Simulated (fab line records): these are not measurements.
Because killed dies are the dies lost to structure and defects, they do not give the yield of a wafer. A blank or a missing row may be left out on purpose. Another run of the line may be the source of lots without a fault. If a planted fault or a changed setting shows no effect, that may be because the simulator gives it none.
One fault through the eyes of 2 desks + flow gf180mcu + every desk sees just its own numbers, and what lay behind them comes last

## FROM THE METROLOGY DESK
What the gauges read, lot by lot, whatever tool the lot ran on: means of the sampled wafers that have a number. A lot is out of limits, marked OUT, if its mean lies more than 4 standard deviations from the usual mean; the brackets give that distance.
Columns: A = V3_CVD_00_THK at GF_V3_THK_MEAS_01, usual 599 nm; B = cd nm at GF_V3_CD_MEAS_14, usual 259.9 nm; C = V3_W_RS at GF_V3_RS_MEAS_24, usual 0.332 ohm/sq
| lot  | first seen here | A   | B     | C     |
|------|-----------------|-----|-------|-------|
| L221 | day 21 08:59    | 601 | 258.5 | 0.326 |
| L222 | day 22 07:17    | 600 | 259.4 | 0.332 |
| L223 | day 22 14:31    | 607 | 258.9 | 0.331 |
| L224 | day 22 22:42    | 605 | 260.2 | 0.334 |
| L232 | day 25 14:52    | 607 | 255.8 | 0.331 |
| L233 | day 25 19:58    | 603 | 257.7 | 0.336 |
| L235 | day 26 14:49    | 597 | 260.8 | 0.330 |
| L239 | day 27 15:56    | 609 | 259.3 | 0.341 |
| L240 | day 28 00:21    | 597 | 259.9 | 0.334 |
| L242 | day 28 16:58    | 602 | 260.2 | 0.335 |
| L244 | day 29 03:00    | 596 | 259.4 | 0.332 |
This desk's verdict: no lot among the 11 shows anything out of limits.

## THE TOOL OWNER'S DESK: krf scanner-01
The tool's own readings at GF_V3_EXPOSE_11 (exposes mask Via3, target cd 260 nm): means of the sampled wafers that have a number, for each lot that ran on this tool. A lot is out of limits, marked OUT, if its mean lies more than 4 standard deviations from the usual mean; the brackets give that distance.
Columns: A = exposure dose mJ cm2 at GF_V3_EXPOSE_11, usual 37.95
| lot  | first seen here | A               |
|------|-----------------|-----------------|
| L221 | day 21 21:47    | 37.99           |
| L222 | day 22 19:39    | 37.94           |
| L223 | day 23 02:20    | 37.93           |
| L232 | day 26 02:11    | 37.36 (-14) OUT |
| L233 | day 26 07:33    | 37.33 (-15) OUT |
This desk's verdict: out of limits on L232, L233, starting with L232 at day 26 02:11 (exposure dose mJ cm2 at GF_V3_EXPOSE_11). In limits: L221, L222, L223.

## ALL TOGETHER
An alarm could have come from the tool owner's desk at day 26 02:11, on L232, L233.
The metrology desk saw nothing out of limits.
The metrology desk has L232, L233 on record, within its limits.
All the named lots went through GF_V3_EXPOSE_11 on krf scanner-01.

## WHAT WAS PUT IN BY THE SIMULATOR
Process parameters drifting: krf scanner-01 at GF_V3_EXPOSE_11, beginning at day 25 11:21. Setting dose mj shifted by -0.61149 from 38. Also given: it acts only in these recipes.
Lots struck among those shown: L232, L233.
Each desk's first reading out of limits, in hours after the fault started: the tool owner's desk, 15.
